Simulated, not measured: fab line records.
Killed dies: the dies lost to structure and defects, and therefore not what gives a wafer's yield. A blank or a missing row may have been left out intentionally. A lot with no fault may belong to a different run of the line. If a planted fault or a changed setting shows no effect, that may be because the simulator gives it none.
Which of the tools did it? + flow gf180mcu + 72 wafers from 24 lots sampled at 3 of the route's 602 steps

WHAT EACH GAUGE READ, for each wafer
GF_V3_THK_MEAS_25: measures by xrf.
| lot  | measured     | on            | V3_W_THK (nm) |
|------|--------------|---------------|---------------|
| L074 | day 22 15:16 | film-metro-01 | 340 339 341   |
| L075 | day 23 07:59 | film-metro-02 | 343 345 339   |
| L076 | day 23 13:29 | film-metro-02 | 343 339 338   |
| L077 | day 23 23:11 | film-metro-02 | 341 340 337   |
| L078 | day 24 05:53 | film-metro-01 | 342 340 346   |
| L079 | day 24 18:56 | film-metro-04 | 333 335 333   |
| L080 | day 24 22:13 | film-metro-01 | 340 345 342   |
| L081 | day 25 17:32 | film-metro-01 | 343 332 335   |
| L082 | day 25 23:37 | film-metro-01 | 344 345 345   |
| L083 | day 26 00:58 | film-metro-02 | 340 343 342   |
| L084 | day 26 11:38 | film-metro-02 | 342 342 343   |
| L085 | day 26 13:45 | film-metro-01 | 338 341 340   |
| L086 | day 27 01:10 | film-metro-02 | 345 340 342   |
| L087 | day 27 10:44 | film-metro-02 | 345 344 346   |
| L088 | day 27 20:11 | film-metro-01 | 339 338 339   |
| L089 | day 27 21:47 | film-metro-04 | 335 329 331   |
| L090 | day 28 05:42 | film-metro-01 | 350 345 349   |
| L091 | day 28 10:37 | film-metro-04 | 331 337 330   |
| L092 | day 28 21:47 | film-metro-01 | 344 347 347   |
| L093 | day 29 00:46 | film-metro-02 | 347 348 347   |
| L094 | day 29 06:32 | film-metro-01 | 343 341 343   |
| L095 | day 29 16:54 | film-metro-01 | 341 338 337   |
| L096 | day 29 19:29 | film-metro-02 | 347 348 351   |
| L097 | day 30 00:22 | film-metro-02 | 341 343 347   |

TOOL THAT RAN EACH LOT (tool first, then ch and the chambers of the sampled wafers, then the start)
| lot  | GF_V3_CVD_02                    | GF_V3_CVD_23                  |
|------|---------------------------------|-------------------------------|
| L074 | pecvd-04 ch 0,1,2, day 21 13:53 | cvd-w-01 ch 0,1, day 22 15:02 |
| L075 | pecvd-04 ch 1,2, day 22 06:59   | cvd-w-01 ch 0,1, day 23 07:44 |
| L076 | pecvd-04 ch 0,1,2, day 22 12:29 | cvd-w-02 ch 0,1, day 23 13:14 |
| L077 | pecvd-02 ch 0,1,2, day 22 22:43 | cvd-w-01 ch 0,1, day 23 22:57 |
| L078 | pecvd-01 ch 1,2, day 23 05:23   | cvd-w-02 ch 0,1, day 24 05:39 |
| L079 | pecvd-01 ch 0,1,2, day 23 19:11 | cvd-w-01 ch 0,1, day 24 18:43 |
| L080 | pecvd-01 ch 0,1,2, day 23 21:58 | cvd-w-01 ch 0,1, day 24 21:59 |
| L081 | pecvd-04 ch 0,1,2, day 24 18:37 | cvd-w-01 ch 0,1, day 25 17:17 |
| L082 | pecvd-01 ch 0,1,2, day 25 00:22 | cvd-w-02 ch 0,1, day 25 23:23 |
| L083 | pecvd-02 ch 0,1,2, day 25 02:44 | cvd-w-02 ch 0,1, day 26 00:44 |
| L084 | pecvd-04 ch 0,1,2, day 25 12:46 | cvd-w-01 ch 0,1, day 26 11:25 |
| L085 | pecvd-01 ch 0,1,2, day 25 14:19 | cvd-w-01 ch 0,1, day 26 13:32 |
| L086 | pecvd-01 ch 0,1, day 26 02:35   | cvd-w-01 ch 0,1, day 27 00:56 |
| L087 | pecvd-04 ch 0,1,2, day 26 11:56 | cvd-w-01 ch 0,1, day 27 10:30 |
| L088 | pecvd-04 ch 0,1,2, day 26 19:08 | cvd-w-01 ch 0,1, day 27 19:57 |
| L089 | pecvd-04 ch 0,1,2, day 26 23:28 | cvd-w-01 ch 0,1, day 27 21:34 |
| L090 | pecvd-04 ch 1,2, day 27 07:53   | cvd-w-02 ch 0,1, day 28 05:28 |
| L091 | pecvd-04 ch 0,2, day 27 13:04   | cvd-w-02 ch 0,1, day 28 10:22 |
| L092 | pecvd-01 ch 1,2, day 27 23:46   | cvd-w-02 ch 0,1, day 28 21:32 |
| L093 | pecvd-01 ch 0,1,2, day 28 03:50 | cvd-w-01 ch 0,1, day 29 00:32 |
| L094 | pecvd-02 ch 0,1,2, day 28 09:46 | cvd-w-01 ch 0,1, day 29 06:17 |
| L095 | pecvd-01 ch 0,1, day 28 20:14   | cvd-w-02 ch 1, day 29 16:40   |
| L096 | pecvd-01 ch 0,1,2, day 28 22:47 | cvd-w-02 ch 0,1, day 29 19:15 |
| L097 | pecvd-01 ch 0,1, day 29 03:38   | cvd-w-02 ch 0,1, day 30 00:08 |
- GF_V3_CVD_02: deposits SiO2 from TEOS, target thk 850 nm, time 94.851 s.
- GF_V3_CVD_23: deposits W, target thk 350 nm, time 104.9 s.

WHAT THE TOOLS THEMSELVES READ (means of the sampled wafers that have a number; where no wafer has one, the mark that the record gives instead)
GF_V3_CVD_02.
| lot  | tool     | heater-power-w (W) |
|------|----------|--------------------|
| L074 | pecvd-04 | 585                |
| L075 | pecvd-04 | 571                |
| L076 | pecvd-04 | 599                |
| L077 | pecvd-02 | 780                |
| L078 | pecvd-01 | 672                |
| L079 | pecvd-01 | 555                |
| L080 | pecvd-01 | 633                |
| L081 | pecvd-04 | 624                |
| L082 | pecvd-01 | 610                |
| L083 | pecvd-02 | 712                |
| L084 | pecvd-04 | 645                |
| L085 | pecvd-01 | 578                |
| L086 | pecvd-01 | 533                |
| L087 | pecvd-04 | 657                |
| L088 | pecvd-04 | 605                |
| L089 | pecvd-04 | 602                |
| L090 | pecvd-04 | 635                |
| L091 | pecvd-04 | 659                |
| L092 | pecvd-01 | 609                |
| L093 | pecvd-01 | 553                |
| L094 | pecvd-02 | 731                |
| L095 | pecvd-01 | 610                |
| L096 | pecvd-01 | 605                |
| L097 | pecvd-01 | 557                |

GF_V3_CVD_23.
| lot  | tool     | heater-power-w (W) |
|------|----------|--------------------|
| L074 | cvd-w-01 | 806                |
| L075 | cvd-w-01 | 831                |
| L076 | cvd-w-02 | 906                |
| L077 | cvd-w-01 | 858                |
| L078 | cvd-w-02 | 893                |
| L079 | cvd-w-01 | 817                |
| L080 | cvd-w-01 | 828                |
| L081 | cvd-w-01 | 828                |
| L082 | cvd-w-02 | 913                |
| L083 | cvd-w-02 | 984                |
| L084 | cvd-w-01 | 829                |
| L085 | cvd-w-01 | 859                |
| L086 | cvd-w-01 | 852                |
| L087 | cvd-w-01 | 823                |
| L088 | cvd-w-01 | 854                |
| L089 | cvd-w-01 | 827                |
| L090 | cvd-w-02 | 988                |
| L091 | cvd-w-02 | 983                |
| L092 | cvd-w-02 | 973                |
| L093 | cvd-w-01 | 825                |
| L094 | cvd-w-01 | 817                |
| L095 | cvd-w-02 | 1041               |
| L096 | cvd-w-02 | 991                |
| L097 | cvd-w-02 | 903                |

THE ANSWER, worked out from the rows above alone
Rule: the lots themselves supply what counts as usual. Put in order of their means at a reading, lots are off if they are a third of the lots or fewer, leave a main group of 4 or more, and stand apart from it by a gap of 3 or more times the standard deviation of the main group's means; of several such gaps the widest counts. If all means in a main group match to the digits the tables above print for the reading, that group is not used. Also off: a lot with no number at a reading for which 4 or more lots have one. Any other lot the step has rows for is counted as sound. First the gauges in route order, then the tools' own readings, where a lot's mean is used as printed above. At the first step where some lot is off, the reading lying furthest off is the one used; lots without a number count as furthest.
Nothing can be told from this: no lot is off at any reading shown.

WHAT HAD BEEN PUT IN BY THE SIMULATOR
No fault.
